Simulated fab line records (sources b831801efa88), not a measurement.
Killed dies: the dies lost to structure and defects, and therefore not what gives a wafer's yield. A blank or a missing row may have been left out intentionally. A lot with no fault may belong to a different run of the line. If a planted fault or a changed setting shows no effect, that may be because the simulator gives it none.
fab line records	flow sky130
record: lots: 6	wafers: 18	lastDay: 49
route steps=708 shown NWELL@82 PWDE@84 VT_ADJUST_HVTP@85 PAD_OPEN@708
lots untouched by any fault: they come from a run of this same line in which no faults occurred
startH: the number of hours between the record's first day and the start of the first shown wafer of the lot	waitH: how many hours have passed since the lot's step before this one	" unchanged from the row above	L1.1+2: one row covering several wafers at once	- no value, or no start given	* or withheld: withheld	< > ~ a bound
route shown NAME@n: NAME is a module with steps in the file, n the number in the route of the first one	usual: mean/standard deviation of fault-free wafers	same: alike in all rows	chamber/n: place in a boat	sites: per-site readings	_std_site: how widely they spread, as a standard deviation	_edge_site: the outer-site mean with the inner-site mean subtracted	radiusMm: for every site, how far away it sits from the centre of the wafer	mask NAME#n: copy n	behind: the last tool/chamber to shape the wafer	hold: cause of the lot's hold/its duration in hours/its outcome	device: whichever transistor did not switch (one of n, p or np)	end of line: at the end of the route, the tests of the same wafers	for a step that has no rows: nothing shown but its recipe	killed: at the first sort, the dies lost to defects and structure; wafer yield is something else	map: a wafer's dies, x killed, . not, _ none there
set.NAME: the setting as run; set.NAME@STEP: as run at that earlier step	model.NAME: the simulator's own value behind a step, which no gauge read
lots at selected steps of the route; one table per step, one row per wafer
services: when a tool's chamber went out of use (startH, in hours from the record's first day, below 0 if earlier), for how many hours, and the reason
== steps ==
step: SKY_NWELL_RS_MEAS_29
recipe: thkMeasGauge: four-point-probe
usual: NWELL_RS: 627.3/1.8
lot.wafer	tool	chamber	startH	waitH	NWELL_RS[ohm/sq]
L904.2	filmMetro-03	-	132.27	0.1	629.0
L904.4	"	-	"	"	628.0
L904.5	"	-	"	"	626.1
L906.3	filmMetro-02	-	149.50	0.1	626.6
L906.4	"	-	"	"	628.0
L906.6	"	-	"	"	627.6
L912.2	filmMetro-03	-	183.67	0.1	625.7
L912.3	"	-	"	"	624.9
L912.6	"	-	"	"	627.4
L913.1	filmMetro-01	-	188.00	0.1	625.3
L913.4	"	-	"	"	625.5
L913.6	"	-	"	"	626.3
L918.1	filmMetro-03	-	217.25	0.1	629.2
L918.4	"	-	"	"	631.9
L918.5	"	-	"	"	630.6
L920.2	filmMetro-02	-	229.51	0.1	625.6
L920.3	"	-	"	"	624.6
L920.6	"	-	"	"	623.9
step: SKY_NWELL_RS_MEAS_31
recipe: thkMeasGauge: four-point-probe
usual: PWDE_RS: 5280/17
lot.wafer	tool	chamber	startH	waitH	PWDE_RS[ohm/sq]
L904.2	filmMetro-03	-	132.51	0.1	5285
L904.4	"	-	"	"	5282
L904.5	"	-	"	"	5279
L906.3	filmMetro-02	-	149.74	0.1	5282
L906.4	"	-	"	"	5289
L906.6	"	-	"	"	5288
L912.2	filmMetro-03	-	183.91	0.1	5292
L912.3	"	-	"	"	5285
L912.6	"	-	"	"	5296
L913.1	filmMetro-01	-	188.24	0.1	5293
L913.4	"	-	"	"	5286
L913.6	"	-	"	"	5278
L918.1	filmMetro-03	-	217.49	0.1	5318
L918.4	"	-	"	"	5305
L918.5	"	-	"	"	5307
L920.2	filmMetro-02	-	229.75	0.1	5252
L920.3	"	-	"	"	5267
L920.6	"	-	"	"	5239
step: SKY_VT_ADJUST_HVTP_DEHYDRATE_00
recipe: tempC: 200	timeS: 60
step: SKY_VT_ADJUST_HVTP_HMDS_01
recipe: primeTimeS: 60	primeTempC: 120
step: SKY_VT_ADJUST_HVTP_COAT_02
recipe: resist: NOVOLAK	spinRpm: 3057	resistThkNm: 1140
step: SKY_VT_ADJUST_HVTP_SOFTBAKE_03
recipe: tempC: 90	timeS: 60	resist: NOVOLAK
step: SKY_VT_ADJUST_HVTP_EXPOSE_04
recipe: maskId: HVTPM	na: 0.6	sourceShape: conventional	sigmaOuter: 0.6	polarization: unpolarized	targetCdNm: 380	doseMj: 140
step: SKY_VT_ADJUST_HVTP_PEB_05
recipe: tempC: withheld	timeS: *	resist: NOVOLAK
step: SKY_VT_ADJUST_HVTP_DEVELOP_06
recipe: resist: NOVOLAK	developer: TMAH	developTimeS: 60	devTempC: 23
step: SKY_VT_ADJUST_HVTP_CD_MEAS_07
recipe: targetCdNm: 380
usual: cdNm: 381.0/2.9
lot.wafer	tool	chamber	startH	waitH	cdNm
L904.2	cdSem-01	-	152.27	0.1	379.4
L904.4	"	-	"	"	379.7
L904.5	"	-	"	"	380.6
L906.3	cdSem-02	-	169.19	0.1	379.6
L906.4	"	-	"	"	379.8
L906.6	"	-	"	"	380.1
L912.2	cdSem-01	-	204.88	0.1	383.7
L912.3	"	-	"	"	385.0
L912.6	"	-	"	"	385.5
L913.1	cdSem-02	-	209.75	0.1	378.4
L913.4	"	-	"	"	377.6
L913.6	"	-	"	"	378.5
L918.1	cdSem-01	-	240.41	0.1	380.3
L918.4	"	-	"	"	380.6
L918.5	"	-	"	"	378.9
L920.2	cdSem-02	-	253.48	0.1	383.3
L920.3	"	-	"	"	382.0
L920.6	"	-	"	"	385.9
step: SKY_VT_ADJUST_HVTP_OVL_MEAS_08
usual: VT_ADJUST_HVTP_OVL: 0.7/1.3
lot.wafer	tool	chamber	startH	waitH	VT_ADJUST_HVTP_OVL[nm]
L904.2	overlay-01	-	152.37	0.1	1.2
L904.4	"	-	"	"	1.4
L904.5	"	-	"	"	1.0
L906.3	overlay-01	-	169.28	0.1	0.2
L906.4	"	-	"	"	-1.2
L906.6	"	-	"	"	-0.5
L912.2	overlay-01	-	204.99	0.1	1.1
L912.3	"	-	"	"	1.0
L912.6	"	-	"	"	-0.9
L913.1	overlay-01	-	209.87	0.1	0.4
L913.4	"	-	"	"	0.7
L913.6	"	-	"	"	0.7
L918.1	overlay-02	-	240.53	0.1	0.4
L918.4	"	-	"	"	1.3
L918.5	"	-	"	"	0.3
L920.2	overlay-02	-	253.59	0.1	2.5
L920.3	"	-	"	"	1.7
L920.6	"	-	"	"	0.8
step: SKY_VT_ADJUST_HVTP_IMPLANT_09
recipe: species: As	energyKev: 150	doseCm2: 4.3e+12	tiltDeg: withheld
usual: doseIonsCm2: 4.3e+12/4.7e+09	faradayCurrentUA: 24.3/0.51
lot.wafer	tool	chamber	startH	waitH	doseIonsCm2	faradayCurrentUA
L904.2	implanter-04	0	152.43	0.0	4.3e+12	23.8
L904.4	"	0	"	"	4.288e+12	24.2
L904.5	"	0	"	"	4.3e+12	24.0
L906.3	implanter-04	0	169.35	0.1	4.3e+12	24.1
L906.4	"	0	"	"	4.302e+12	25.5
L906.6	"	0	"	"	4.298e+12	24.2
L912.2	implanter-04	0	205.04	0.0	2.892e+12	16.5
L912.3	"	0	"	"	2.898e+12	16.4
L912.6	"	0	"	"	2.902e+12	16.4
L913.1	implanter-01	0	209.90	0.0	4.296e+12	24.3
L913.4	"	0	"	"	4.288e+12	24.6
L913.6	"	0	"	"	4.293e+12	24.0
L918.1	implanter-04	0	240.57	0.0	2.903e+12	16.4
L918.4	"	0	"	"	2.9e+12	16.3
L918.5	"	0	"	"	2.898e+12	16.4
L920.2	implanter-03	0	253.64	0.0	4.296e+12	24.9
L920.3	"	0	"	"	4.298e+12	23.7
L920.6	"	0	"	"	4.301e+12	23.8
step: SKY_VT_ADJUST_HVTP_STRIP_10
recipe: chemistry: O2/N2	powerW: 1400	pressureMtorr: 1500	platenTempC: withheld	o2FlowSccm: 3000	n2FlowSccm: 300	overashFraction: 0.5
usual: drypumpMotorCurrentA: 5.7/0.56	oesProductAu: 0.716/0.0043	stripTimeToEndpointS: 14.05/0.039
lot.wafer	tool	chamber	startH	waitH	drypumpMotorCurrentA	oesProductAu	rfHoursCounterH	stripTimeToEndpointS
L904.2	plasmaAsher-02	1	152.55	0.1	5.8	0.713	49	14.02
L904.4	"	1	"	"	5.8	0.714	-	14.02
L904.5	"	1	"	"	5.8	0.718	-	14.02
L906.3	plasmaAsher-04	0	169.49	0.1	6.3	0.719	-	14.05
L906.4	"	1	"	"	5.5	0.725	-	14.01
L906.6	"	0	"	"	6.3	0.714	-	14.04
L912.2	plasmaAsher-02	1	205.17	0.1	5.8	0.716	54	13.96
L912.3	"	0	"	"	6.2	0.709	-	13.96
L912.6	"	0	"	"	6.2	0.719	-	13.97
L913.1	plasmaAsher-03	1	210.05	0.1	4.7	0.713	10	14.09
L913.4	"	1	"	"	4.7	0.709	-	14.09
L913.6	"	0	"	"	5.7	0.710	-	14.14
L918.1	plasmaAsher-03	0	240.72	0.1	5.7	0.720	12	14.08
L918.4	"	1	"	"	4.7	0.714	-	14.07
L918.5	"	1	"	"	4.6	0.717	-	14.05
L920.2	plasmaAsher-02	0	253.77	0.1	6.2	0.711	59	14.02
L920.3	"	0	"	"	6.2	0.720	-	14.02
L920.6	"	0	"	"	6.2	0.712	-	14.01
step: SKY_VT_ADJUST_HVTP_TW_MEAS_11
usual: VT_ADJUST_HVTP_TW: 1366/18
lot.wafer	tool	chamber	startH	waitH	hold	VT_ADJUST_HVTP_TW
L904.2	filmMetro-01	-	152.66	0.1	-	1341
L904.4	"	-	"	"	-	1352
L904.5	"	-	"	"	-	1348
L906.3	filmMetro-02	-	169.57	0.1	-	1380
L906.4	"	-	"	"	-	1381
L906.6	"	-	"	"	-	1381
L912.2	filmMetro-04	-	205.28	0.1	awaitDispo/0.2h/release	1199
L912.3	"	-	"	"	awaitDispo/0.2h/release	1194
L912.6	"	-	"	"	awaitDispo/0.2h/release	1193
L912.2	filmMetro-04	-	205.51	0.2	-	1196
L912.3	"	-	"	"	-	1197
L912.6	"	-	"	"	-	1196
L913.1	filmMetro-04	-	210.15	0.1	-	1347
L913.4	"	-	"	"	-	1347
L913.6	"	-	"	"	-	1348
L918.1	filmMetro-04	-	240.82	0.1	awaitDispo/0.2h/release	1199
L918.4	"	-	"	"	awaitDispo/0.2h/release	1196
L918.5	"	-	"	"	awaitDispo/0.2h/release	1200
L918.1	filmMetro-04	-	241.04	0.2	-	1198
L918.4	"	-	"	"	-	1198
L918.5	"	-	"	"	-	1197
L920.2	filmMetro-02	-	253.88	0.1	-	1388
L920.3	"	-	"	"	-	1392
L920.6	"	-	"	"	-	1391
step: SKY_PAD_OPEN_PROBE_99
usual: killed_at_M0_to_M3: 43/6.9	killed_at_M4_up: 3.2/2	killedAtContacts: 25/5.1	killedAtFrontEnd: 15/4.5	killedAtOther: 0.2/0.51	killedDies: 85/9.5	killedOpen: 48/6.9	killedShort: 38/6.7
same: grossDies: 492	killedAtBackSide: 0
lot.wafer	tool	chamber	startH	waitH	hold	killed_at_M0_to_M3	killed_at_M4_up	killedAtContacts	killedAtFrontEnd	killedAtOther	killedDies	killedOpen	killedShort	model.etest.tipP.rsOhmSq	model.etest.pfet_01v8.rOnOhmUm	model.etest.pfet_01v8.driveUaUm	model.etest.pfet_01v8_mvt.driveUaUm	model.etest.pfet_01v8_hvt.driveUaUm	model.etest.sramPfetLatch.driveUaUm	model.etest.pfet_01v8_mvt.offLog10AUm	model.etest.ring_1v8.delayPs
L904.2	prober-01	-	1101.44	0.1	-	49	2	36	15	0	102	54	48	6844	2797	203.1	156.9	150.5	150.5	-10.42	20.33
L904.4	prober-01	-	1101.54	0.2	-	45	3	30	11	0	89	48	41	6842	2775	203.9	156.8	152.8	153.2	-10.35	20.45
L904.5	prober-01	-	1101.59	0.2	-	45	5	25	4	1	80	49	31	6860	2815	201.1	157.3	151	152.9	-10.19	20.72
L906.3	prober-01	-	1123.11	0.2	-	47	2	27	18	0	94	59	35	6945	2998	186.9	145.9	138.4	135.7	-11.24	21.31
L906.4	prober-01	-	1123.16	0.2	-	46	3	24	11	0	84	48	36	6998	2940	190.4	147.7	140	143.5	-11.09	20.93
L906.6	prober-01	-	1123.26	0.2	-	53	1	15	19	0	88	49	39	6952	2958	187.4	145.8	139.5	142.5	-11.2	21.05
L912.2	prober-01	-	1150.06	0.1	awaitDispo/1.4h/release	43	1	16	17	0	77	44	33	6044	2590	237.7	195.2	173.1	171.2	-6.53	19.13
L912.3	prober-01	-	1150.11	0.2	awaitDispo/1.4h/release	37	6	32	14	0	89	53	36	6063	2608	237	192.5	170.8	168.6	-6.624	18.86
L912.6	prober-01	-	1150.26	0.2	awaitDispo/1.4h/release	43	3	19	16	1	82	54	28	6080	2623	235.3	192.4	168.7	172.1	-6.564	19.06
L913.1	prober-02	-	1152.47	0.1	-	36	4	25	11	0	76	43	33	6847	2879	195	152.8	146.1	143.3	-10.41	20.95
L913.4	prober-02	-	1152.62	0.2	-	49	2	27	10	0	88	49	39	6856	2835	197.3	155.2	146.3	142.6	-10.3	20.85
L913.6	prober-02	-	1152.72	0.2	-	65	1	24	13	1	104	62	42	6826	2961	188.5	150.6	140.9	138.3	-10.38	21.51
L918.1	prober-01	-	1177.96	0.1	awaitDispo/2.4h/release	44	6	23	10	0	83	36	47	5935	2580	236.5	196.7	170.1	163.7	-6.33	18.85
L918.4	prober-01	-	1178.11	0.2	awaitDispo/2.4h/release	33	5	24	9	0	71	34	37	5922	2605	235.2	196.2	170	167.2	-6.307	19.09
L918.5	prober-01	-	1178.16	0.2	awaitDispo/2.4h/release	46	8	27	12	0	93	51	42	5930	2544	242.3	201	175.9	175	-6.229	18.65
L920.2	prober-01	-	1187.33	0.1	-	45	2	29	17	0	93	54	39	6922	2961	187.1	148.3	139.2	135.1	-10.62	21.6
L920.3	prober-01	-	1187.38	0.2	-	35	3	26	20	0	84	51	33	6949	2974	186.4	148.2	137.7	137.9	-10.71	21.92
L920.6	prober-01	-	1187.53	0.2	-	48	3	28	8	0	87	46	41	6902	2954	188.2	148.4	140	135.4	-10.7	21.66
killed by level:class
L904.2 CONTACT:geometricParticle:open=11 LI_CONTACT:geometricParticle:open=10 VIA1:geometricParticle:open=8 VIA2:geometricParticle:open=8 CONTACT:geometricParticle:short=7 METAL1:geometricParticle:short=7 METAL3:geometricParticle:short=6 METAL2:geometricParticle:short=5
L904.4 VIA1:geometricParticle:open=8 VIA3:geometricParticle:open=8 LI_CONTACT:geometricParticle:open=8 LOCAL_INTERCONNECT:geometricParticle:short=7 CONTACT:geometricParticle:open=7 CONTACT:geometricParticle:short=5 VIA1:geometricParticle:short=5 VIA2:geometricParticle:open=5
L904.5 VIA1:geometricParticle:open=16 CONTACT:geometricParticle:open=10 VIA2:geometricParticle:open=7 LI_CONTACT:geometricParticle:open=5 VIA3:geometricParticle:open=5 LOCAL_INTERCONNECT:geometricParticle:short=4 CONTACT:geometricParticle:short=4 VIA1:geometricParticle:short=3
L906.3 VIA1:geometricParticle:open=13 LI_CONTACT:geometricParticle:open=9 CONTACT:geometricParticle:open=9 POLY_GATE:geometricParticle:open=6 VIA2:geometricParticle:open=6 FIELD_ISO:geometricParticle:open=5 VIA3:geometricParticle:open=5 LOCAL_INTERCONNECT:geometricParticle:short=4
L906.4 VIA1:geometricParticle:open=10 VIA3:geometricParticle:open=9 CONTACT:geometricParticle:open=8 LI_CONTACT:geometricParticle:open=8 CONTACT:geometricParticle:short=7 METAL1:geometricParticle:short=6 VIA2:geometricParticle:open=6 VIA1:geometricParticle:short=4
L906.6 VIA3:geometricParticle:open=12 CONTACT:geometricParticle:open=9 METAL2:geometricParticle:short=9 VIA1:geometricParticle:open=8 FIELD_ISO:geometricParticle:short=7 METAL1:geometricParticle:short=6 VIA2:geometricParticle:open=6 FIELD_ISO:geometricParticle:open=4
L912.2 VIA1:geometricParticle:open=12 VIA3:geometricParticle:open=7 VIA1:geometricParticle:short=7 CONTACT:geometricParticle:open=6 CONTACT:geometricParticle:short=5 SPACER:geometricParticle:open=4 FIELD_ISO:geometricParticle:open=3 METAL1:geometricParticle:short=3
L912.3 CONTACT:geometricParticle:open=11 VIA1:geometricParticle:open=10 LI_CONTACT:geometricParticle:open=8 CONTACT:geometricParticle:short=6 VIA2:geometricParticle:open=6 LOCAL_INTERCONNECT:geometricParticle:short=5 VIA3:geometricParticle:open=5 FIELD_ISO:geometricParticle:open=4
L912.6 VIA1:geometricParticle:open=12 VIA1:geometricParticle:short=8 VIA3:geometricParticle:open=8 CONTACT:geometricParticle:open=6 VIA2:geometricParticle:open=6 FIELD_ISO:geometricParticle:short=4 LI_CONTACT:geometricParticle:open=4 FIELD_ISO:geometricParticle:open=3
L913.1 VIA1:geometricParticle:open=10 LI_CONTACT:geometricParticle:open=8 CONTACT:geometricParticle:open=8 VIA1:geometricParticle:short=8 VIA3:geometricParticle:open=5 FIELD_ISO:geometricParticle:open=4 POLY_GATE:geometricParticle:short=4 METAL2:geometricParticle:short=4
L913.4 VIA1:geometricParticle:open=14 CONTACT:geometricParticle:open=11 VIA1:geometricParticle:short=9 VIA2:geometricParticle:open=8 LI_CONTACT:geometricParticle:open=5 LOCAL_INTERCONNECT:geometricParticle:short=5 VIA3:geometricParticle:open=5 CONTACT:geometricParticle:short=4
L913.6 VIA1:geometricParticle:open=21 VIA3:geometricParticle:open=11 METAL1:geometricParticle:short=8 LI_CONTACT:geometricParticle:open=8 VIA1:geometricParticle:short=8 VIA2:geometricParticle:open=6 CONTACT:geometricParticle:open=6 LOCAL_INTERCONNECT:geometricParticle:short=5
L918.1 CONTACT:geometricParticle:short=8 METAL1:geometricParticle:short=8 METAL2:geometricParticle:short=7 VIA3:geometricParticle:open=7 VIA1:geometricParticle:open=6 VIA2:geometricParticle:open=6 LOCAL_INTERCONNECT:geometricParticle:short=5 POLY_GATE:geometricParticle:short=4
L918.4 CONTACT:geometricParticle:short=7 CONTACT:geometricParticle:open=7 VIA3:geometricParticle:open=6 METAL2:geometricParticle:short=5 LI_CONTACT:geometricParticle:open=4 METAL1:geometricParticle:short=4 VIA1:geometricParticle:open=4 VIA2:geometricParticle:open=4
L918.5 CONTACT:geometricParticle:open=14 VIA1:geometricParticle:open=11 VIA2:geometricParticle:open=8 VIA3:geometricParticle:open=6 METAL4:geometricParticle:short=6 POLY_GATE:geometricParticle:short=5 LI_CONTACT:geometricParticle:open=5 METAL2:geometricParticle:short=5
L920.2 LI_CONTACT:geometricParticle:open=10 VIA1:geometricParticle:open=9 VIA2:geometricParticle:open=8 METAL2:geometricParticle:short=7 VIA3:geometricParticle:open=7 CONTACT:geometricParticle:short=6 CONTACT:geometricParticle:open=6 POLY_GATE:geometricParticle:open=5
L920.3 CONTACT:geometricParticle:open=11 LI_CONTACT:geometricParticle:open=7 FIELD_ISO:geometricParticle:open=5 POLY_GATE:geometricParticle:short=5 METAL2:geometricParticle:open=5 VIA1:geometricParticle:open=5 VIA2:geometricParticle:short=5 VIA2:geometricParticle:open=5
L920.6 VIA3:geometricParticle:open=10 CONTACT:geometricParticle:open=9 VIA2:geometricParticle:open=9 METAL3:geometricParticle:short=7 CONTACT:geometricParticle:short=7 LI_CONTACT:geometricParticle:open=5 METAL1:geometricParticle:short=5 VIA1:geometricParticle:open=5
map L912.3 (x killed, . not)
__________.........x_________
________....x...x..x.._______
______.x........x.x....._____
_____.x..xxxxx...........____
____..xx..xxx..x....x.x...___
___............x......xx...__
__................x......xx._
_...x............x..x........
_..........x.....x...........
_...x...x...xxxx....xxxx.....
_...x...x..xxx....x..........
_..x.....xx.........x..x.....
_....x..x......x.............
_.......xx.x.........x..x....
_.x......x...x.x.....x.......
__x.xxxxx....x........x.x..._
___....x........xx.......x.__
____.....x.x....x.........___
_____................x...____
______.....x.......x...._____
________xx.x.........x_______
__________.........._________
map L918.5 (x killed, . not)
__________....x.x..._________
________.x..........x._______
______..x..........xx..x_____
_____..x..x......x.......____
____x.....x..........xx...___
___........xx.....x..xx....__
__....xx...x...xxx.......xx._
_........x.............xxx...
_....x..xxx....x.x......x...x
_........x...............x.x.
_x..x.x...x............x.....
_......x..x...x..x.xxxx....x.
_x....x.......x..............
_.....xx......x..............
_.....................x...x..
__x.....x...x...x...x..x...._
___.....x.x.x.x..........x.__
____...x..........x...x...___
_____.....x.....x........____
______x...x.x.x..x......_____
________.........xx.xx_______
__________...x..xx.._________
== services ==
tool	chamber	startH	hours	kind
implanter-04	-	135.60	1.8	repair
implanter-04	-	160.68	4.0	repair
implanter-03	-	169.40	16.4	pm
implanter-01	-	184.77	6.7	repair
plasmaAsher-04	-	197.58	12.7	repair
implanter-04	-	200.25	2.2	repair
implanter-03	-	200.78	3.0	repair
== key ==
firstSign: step: SKY_VT_ADJUST_HVTP_IMPLANT_09	reading: doseIonsCm2	direction: down	sigmas: 99+	usual: *	struck: *
effect: step: SKY_VT_ADJUST_HVTP_IMPLANT_09	reading: faradayCurrentUA	direction: down	sigmas: 15	usual: 24.3	struck: 16.4
effect: step: SKY_VT_ADJUST_HVTP_TW_MEAS_11	reading: visit	direction: added
effect: step: SKY_VT_ADJUST_HVTP_TW_MEAS_11	reading: VT_ADJUST_HVTP_TW	direction: down	sigmas: 9.6	usual: 1366	struck: 1197
effect: step: SKY_PAD_OPEN_PROBE_99	reading: hold	direction: added
modelEffect: step: SKY_PAD_OPEN_PROBE_99	value: etest.tipP.rsOhmSq	without: 6844	struck: 5995
metAt SKY_VT_ADJUST_HVTP_IMPLANT_09
struckWafers L912.2,L912.3,L912.6,L918.1,L918.4,L918.5
testerLeftOut L912,L918
onsetBetween 169.35 205.04
fault: kind: processParameterDrift	tool: implanter-04	chamber: -	onsetH: 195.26	steps: SKY_VT_ADJUST_HVTP_IMPLANT_09	channel: doseCm2	offset: *	shape: step	endH: 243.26	actsIn: *	stated: *
testerLeftOut: of these lots the tester's yield and bins aren't shown, on N5 and GAA mostly nor the transistor test; their killed dies are dies lost to structure and defects alone, not to doping, threshold or leakage, so they don't give the yield
